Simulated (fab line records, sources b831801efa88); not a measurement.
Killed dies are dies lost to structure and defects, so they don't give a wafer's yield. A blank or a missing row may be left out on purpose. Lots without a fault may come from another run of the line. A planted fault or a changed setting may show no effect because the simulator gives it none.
fab line records | flow sky130
record lots=12 wafers=36 last_day=50
route steps=708 shown LI_CONTACT@362
lots that met no fault: from a run of the same line without faults
start_h: hours from the record's first day to the start of the lot's first wafer shown | wait_h: hours since the lot's step before | " the same as in the row above | L1.1+2: a row that stands for several wafers | - no value, or no start given | * or withheld: withheld | < > ~ a bound
route shown NAME@n: a module of which the file shows steps, and the number in the route of the first | usual: mean/standard deviation of fault-free wafers | same: alike in all rows | chamber/n: place in a boat | sites: the reading at each site | _std_site: their standard deviation | _edge_site: outer sites' mean less inner sites' | radius_mm: how far each site lies from the wafer's centre | mask NAME#n: copy n | behind: the tool/chamber that last shaped the wafer | hold: why the lot was held/for how many hours/how that ended | device: the transistor (n, p or np) that didn't switch | end of line: the same wafers' tests at the end of the route | a step without rows: its recipe alone | killed: dies lost to structure and defects at the first sort, not the wafer's yield | map: a wafer's dies, x killed, . not, _ none there
set.NAME: the setting as run; set.NAME@STEP: as run at that earlier step | model.NAME: the simulator's own value behind a step, which no gauge read
steps of the route over a sample of lots; a table a step, a row a wafer
services: from which hour (start_h, from the record's first day; less than 0 if before it) a tool's chamber was out of use, for how many hours, and why
## steps
# step SKY_LI_CONTACT_HDPCVD_00
# recipe material=PSG target_thk_nm=930 sigma_open_frac=0.3 time_s=155 temp_c=600 sih4_flow_sccm=60 pressure_mtorr=6
# usual sih4_flow_sccm=60.00/0.17
# columns lot.wafer tool chamber start_h wait_h sih4_flow_sccm
L290.3 hdpcvd-01 2 637.17 0.0 60.20
L290.4 " 1 " " 59.96
L290.6 " 2 " " 60.16
L294.2 hdpcvd-02 2 684.07 0.0 59.81
L294.4 " 1 " " 59.93
L294.5 " 2 " " 60.01
L299.1 hdpcvd-01 0 720.36 0.0 59.91
L299.5 " 0 " " 60.15
L299.6 " 2 " " 71.82
L304.2 hdpcvd-02 0 761.09 0.0 59.78
L304.4 " 2 " " 60.18
L304.5 " 1 " " 60.06
L305.2 hdpcvd-02 0 770.13 0.0 59.83
L305.3 " 1 " " 59.69
L305.6 " 0 " " 59.90
L306.2 hdpcvd-02 1 777.94 0.0 59.88
L306.3 " 2 " " 59.96
L306.5 " 2 " " 60.05
L307.2 hdpcvd-01 0 785.17 0.0 60.11
L307.3 " 1 " " 60.11
L307.5 " 1 " " 60.18
L309.1 hdpcvd-01 0 805.75 0.0 60.26
L309.3 " 2 " " 60.22
L309.6 " 2 " " 60.11
L310.3 hdpcvd-02 2 807.57 0.0 59.51
L310.4 " 1 " " 59.81
L310.6 " 0 " " 59.66
L311.2 hdpcvd-02 0 814.12 0.0 60.09
L311.3 " 1 " " 59.89
L311.5 " 2 " " 59.82
L313.2 hdpcvd-01 0 851.44 0.0 60.15
L313.4 " 1 " " 60.17
L313.6 " 0 " " 60.21
L312.3 hdpcvd-02 1 853.29 0.1 60.03
L312.5 " 1 " " 59.78
L312.6 " 0 " " 59.99
# step SKY_LI_CONTACT_THK_MEAS_01
# recipe reads=PSG_of_LI_CONTACT_HDPCVD_00
# usual LI_CONTACT_HDPCVD_THK=928/8.9
# columns lot.wafer tool chamber start_h wait_h LI_CONTACT_HDPCVD_THK[nm]
L290.3 film_metro-02 - 637.30 0.1 935
L290.4 " - " " 932
L290.6 " - " " 937
L294.2 film_metro-04 - 684.18 0.1 922
L294.4 " - " " 920
L294.5 " - " " 921
L299.1 film_metro-01 - 720.47 0.1 924
L299.5 " - " " 929
L299.6 " - " " 1110
L304.2 film_metro-02 - 761.20 0.1 934
L304.4 " - " " 935
L304.5 " - " " 931
L305.2 film_metro-04 - 770.24 0.1 930
L305.3 " - " " 943
L305.6 " - " " 943
L306.2 film_metro-01 - 778.05 0.1 918
L306.3 " - " " 910
L306.5 " - " " 914
L307.2 film_metro-01 - 785.29 0.1 929
L307.3 " - " " 926
L307.5 " - " " 928
L309.1 film_metro-01 - 805.85 0.1 935
L309.3 " - " " 910
L309.6 " - " " 915
L310.3 film_metro-02 - 807.69 0.1 948
L310.4 " - " " 924
L310.6 " - " " 940
L311.2 film_metro-01 - 814.23 0.1 927
L311.3 " - " " 914
L311.5 " - " " 926
L313.2 film_metro-04 - 851.55 0.1 935
L313.4 " - " " 938
L313.6 " - " " 931
L312.3 film_metro-04 - 853.41 0.1 924
L312.5 " - " " 932
L312.6 " - " " 937
# step SKY_LI_CONTACT_CMP_02
# recipe material=PSG down_force_psi=4 platen_rpm=60 pad_velocity_m_s=0.94248
# usual motor_current_A=12.3/1.1 time_to_endpoint_s=33.3/2.1
# columns lot.wafer tool chamber start_h wait_h motor_current_A time_to_endpoint_s
L290.4 cmp-02 1 637.39 0.1 10.6 35.5
L290.3 " 3 " " 13.4 31.6
L290.6 " 1 " " 10.3 32.7
L294.2 cmp-02 2 684.23 0.0 12.6 33.5
L294.4 " 3 " " 13.2 32.1
L294.5 " 3 " " 12.8 33.3
L299.1 cmp-01 2 720.68 0.2 13.0 33.1
L299.5 " 3 " " 11.2 33.1
L299.6 " 0 " " 11.2 50.0
L304.2 cmp-01 3 761.25 0.0 11.1 34.7
L304.4 " 0 " " 11.2 32.8
L304.5 " 0 " " 11.1 32.0
L305.3 cmp-01 3 770.34 0.1 11.8 33.4
L305.2 " 0 " " 11.3 33.4
L305.6 " 2 " " 13.2 33.2
L306.3 cmp-01 3 778.10 0.0 11.1 27.1
L306.2 " 0 " " 11.8 31.6
L306.5 " 3 " " 11.9 29.9
L307.3 cmp-02 2 785.34 0.0 12.9 33.4
L307.2 " 1 " " 10.7 34.0
L307.5 " 3 " " 13.4 32.7
L309.1 cmp-01 3 805.91 0.1 11.4 28.4
L309.3 " 2 " " 13.2 29.1
L309.6 " 0 " " 11.4 27.1
L310.4 cmp-02 0 807.73 0.0 12.1 32.8
L310.3 " 1 " " 10.0 36.4
L310.6 " 0 " " 12.4 31.0
L311.2 cmp-02 3 814.33 0.1 13.4 33.8
L311.3 " 1 " " 10.9 30.4
L311.5 " 2 " " 13.4 33.7
L313.4 cmp-02 3 851.65 0.1 13.3 32.1
L313.2 " 1 " " 10.8 34.0
L313.6 " 3 " " 13.5 33.1
L312.3 cmp-02 1 853.60 0.2 10.6 34.8
L312.6 " 2 " " 13.0 34.6
L312.5 " 3 " " 13.1 32.0
# step SKY_LI_CONTACT_OVL_MEAS_13
# usual LI_CONTACT_OVL=-2/4.8
# columns lot.wafer tool chamber start_h wait_h LI_CONTACT_OVL[nm]
L290.3 overlay-02 - 666.52 0.1 2
L290.4 " - " " -2
L290.6 " - " " -3
L294.2 overlay-02 - 711.53 0.1 -5
L294.4 " - " " -4
L294.5 " - " " -8
L299.1 overlay-02 - 748.32 0.1 -7
L299.5 " - " " 3
L299.6 " - " " -13
L304.2 overlay-01 - 788.56 0.1 0
L304.4 " - " " 2
L304.5 " - " " -4
L305.2 overlay-01 - 796.23 0.1 -1
L305.3 " - " " -1
L305.6 " - " " 3
L306.2 overlay-02 - 804.63 0.1 -7
L306.3 " - " " -12
L306.5 " - " " -7
L307.2 overlay-02 - 811.86 0.1 -5
L307.3 " - " " 4
L307.5 " - " " 0
L309.1 overlay-02 - 832.42 0.1 -3
L309.3 " - " " 3
L309.6 " - " " 1
L310.3 overlay-02 - 834.72 0.1 -2
L310.4 " - " " 5
L310.6 " - " " 2
L311.2 overlay-01 - 841.22 0.1 -1
L311.3 " - " " -7
L311.5 " - " " -10
L313.2 overlay-02 - 877.73 0.1 2
L313.4 " - " " -1
L313.6 " - " " 1
L312.3 overlay-02 - 880.08 0.1 -7
L312.5 " - " " -7
L312.6 " - " " -1
# step SKY_LI_CONTACT_SPUTTER_19
# recipe material=Ti target_thk_nm=20 chamber_pressure_pa=5 power_w=2500 substrate_temp_c=200 time_s=106.37
# usual substrate_temp_c=199.99/0.15 throttle_valve_pct=29.6/1
# columns lot.wafer tool chamber start_h wait_h substrate_temp_c throttle_valve_pct
L290.3 pvd_sputter-02 - 666.97 0.0 199.96 30.8
L290.4 " - " " 200.05 28.3
L290.6 " - " " 200.04 28.5
L294.2 pvd_sputter-02 - 711.98 0.0 199.94 30.8
L294.4 " - " " 200.01 30.7
L294.5 " - " " 199.69 29.8
L299.1 pvd_sputter-03 - 748.96 0.0 199.84 29.2
L299.5 " - " " 200.05 28.9
L299.6 " - " " 199.90 29.9
L304.2 pvd_sputter-02 - 789.03 0.0 200.02 28.3
L304.4 " - " " 200.20 29.8
L304.5 " - " " 199.93 28.3
L305.2 pvd_sputter-03 - 796.68 0.0 199.95 29.9
L305.3 " - " " 200.01 30.3
L305.6 " - " " 199.90 28.6
L306.2 pvd_sputter-02 - 805.10 0.0 199.95 30.8
L306.3 " - " " 199.81 28.6
L306.5 " - " " 200.35 28.4
L307.2 pvd_sputter-02 - 812.31 0.0 200.00 29.5
L307.3 " - " " 200.18 30.8
L307.5 " - " " 199.99 28.2
L309.1 pvd_sputter-03 - 832.90 0.0 200.05 29.1
L309.3 " - " " 199.93 28.6
L309.6 " - " " 199.85 29.3
L310.3 pvd_sputter-03 - 835.16 0.0 200.02 30.5
L310.4 " - " " 199.88 28.6
L310.6 " - " " 200.09 30.5
L311.2 pvd_sputter-03 - 841.67 0.0 200.06 29.2
L311.3 " - " " 199.99 29.8
L311.5 " - " " 199.88 29.9
L313.2 pvd_sputter-04 - 878.18 0.0 200.00 31.1
L313.4 " - " " 200.09 29.8
L313.6 " - " " 199.99 30.9
L312.3 pvd_sputter-04 - 880.53 0.0 199.96 29.9
L312.5 " - " " 199.98 29.7
L312.6 " - " " 199.79 31.7
# step SKY_LI_CONTACT_CMP_24
# recipe stop_on=PSG t_overpolish_s=20 down_force_psi=3.5 platen_rpm=60 target_thk_nm=0 pad_velocity_m_s=0.94248
# usual motor_current_A=11.4/1 overpolish_run_s=20.000/0.0083 time_to_endpoint_s=97/3.5
# columns lot.wafer tool chamber start_h wait_h motor_current_A overpolish_run_s time_to_endpoint_s
L290.4 cmp-01 0 667.41 0.0 10.3 20.002 98
L290.3 " 2 " " 11.8 20.014 100
L290.6 " 1 " " 13.0 19.988 99
L294.2 cmp-01 1 712.42 0.0 12.7 19.993 99
L294.4 " 0 " " 10.7 20.009 96
L294.5 " 2 " " 11.8 20.009 100
L299.1 cmp-02 0 749.45 0.1 11.3 20.010 105
L299.6 " 3 " " 12.3 19.996 103
L299.5 " 0 " " 10.9 19.990 108
L304.2 cmp-01 3 789.52 0.1 10.2 19.996 93
L304.4 " 0 " " 10.7 20.009 95
L304.5 " 2 " " 12.3 19.975 96
L305.3 cmp-02 2 797.41 0.3 11.3 20.013 99
L305.2 " 3 " " 12.0 20.006 96
L305.6 " 2 " " 12.3 20.000 97
L306.3 cmp-01 0 805.54 0.0 10.3 20.000 93
L306.2 " 3 " " 9.8 19.988 92
L306.5 " 0 " " 10.7 19.989 92
L307.2 cmp-02 3 812.76 0.0 11.9 20.011 95
L307.3 " 0 " " 11.1 20.004 101
L307.5 " 3 " " 12.0 20.004 93
L309.3 cmp-01 2 833.39 0.1 11.8 19.989 96
L309.1 " 0 " " 10.3 20.005 97
L309.6 " 1 " " 12.6 19.999 93
L310.3 cmp-01 0 835.61 0.0 10.9 19.992 94
L310.4 " 3 " " 10.0 20.002 92
L310.6 " 1 " " 12.4 19.988 95
L311.2 cmp-02 2 842.16 0.1 11.7 20.000 99
L311.3 " 0 " " 11.1 20.002 94
L311.5 " 1 " " 9.7 19.983 95
L313.4 cmp-01 0 878.75 0.0 10.4 20.007 90
L313.2 " 1 " " 12.9 20.013 94
L313.6 " 1 " " 12.8 19.995 92
L312.3 cmp-02 2 881.25 0.2 12.1 20.012 100
L312.6 " 3 " " 12.4 20.004 95
L312.5 " 0 " " 11.7 20.003 96
## services
# columns tool chamber start_h hours kind
hdpcvd-02 - 650.75 15.0 pm
cmp-01 - 653.05 0.8 repair
cmp-02 - 663.02 1.0 repair
hdpcvd-01 0 672.54 2.7 repair
cmp-01 - 684.13 0.7 repair
hdpcvd-02 - 691.97 6.0 pm
hdpcvd-01 1 696.69 5.5 repair
hdpcvd-02 - 701.59 0.4 repair
cmp-02 - 717.35 4.5 pm
cmp-02 - 735.13 5.7 pm
cmp-01 - 737.94 1.7 repair
cmp-02 - 745.24 4.0 pm
pvd_sputter-03 - 749.85 2.8 repair
cmp-02 - 757.26 14.4 pm
hdpcvd-01 - 775.31 0.3 repair
cmp-02 - 794.43 1.6 repair
cmp-01 - 796.01 6.2 pm
hdpcvd-02 1 800.60 2.2 repair
cmp-01 - 809.56 2.5 repair
hdpcvd-01 1 810.79 4.9 repair
cmp-01 - 812.01 4.8 pm
cmp-01 - 836.27 0.3 repair
cmp-01 - 848.59 3.6 repair
hdpcvd-02 2 848.98 9.7 repair
## key
first_sign step=SKY_LI_CONTACT_HDPCVD_00 reading=sih4_flow_sccm direction=up sigmas=69 usual=60.00 struck=71.82
effect step=SKY_LI_CONTACT_THK_MEAS_01 reading=LI_CONTACT_HDPCVD_THK direction=up sigmas=20 usual=928 struck=1110
effect step=SKY_LI_CONTACT_CMP_02 reading=time_to_endpoint_s direction=up sigmas=8 usual=* struck=*
met_at SKY_LI_CONTACT_HDPCVD_00
struck_lots L299
struck_wafers L299.6
tester_left_out L299
not_acting_at SKY_LI_CONTACT_OVL_MEAS_13,SKY_LI_CONTACT_SPUTTER_19,SKY_LI_CONTACT_CMP_24
onset_between 637.17 720.36
fault kind=process_parameter_drift tool=hdpcvd-01 chamber=2 onset_h=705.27 steps=SKY_LI_CONTACT_HDPCVD_00 channel=sih4_flow_sccm offset=12 shape=step end_h=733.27 acts_in=these_recipes_only stated=60
# tester_left_out: of these lots the tester's yield and bins aren't shown, on N5 and GAA mostly nor the transistor test; their killed dies are dies lost to structure and defects alone, not to doping, threshold or leakage, so they don't give the yield
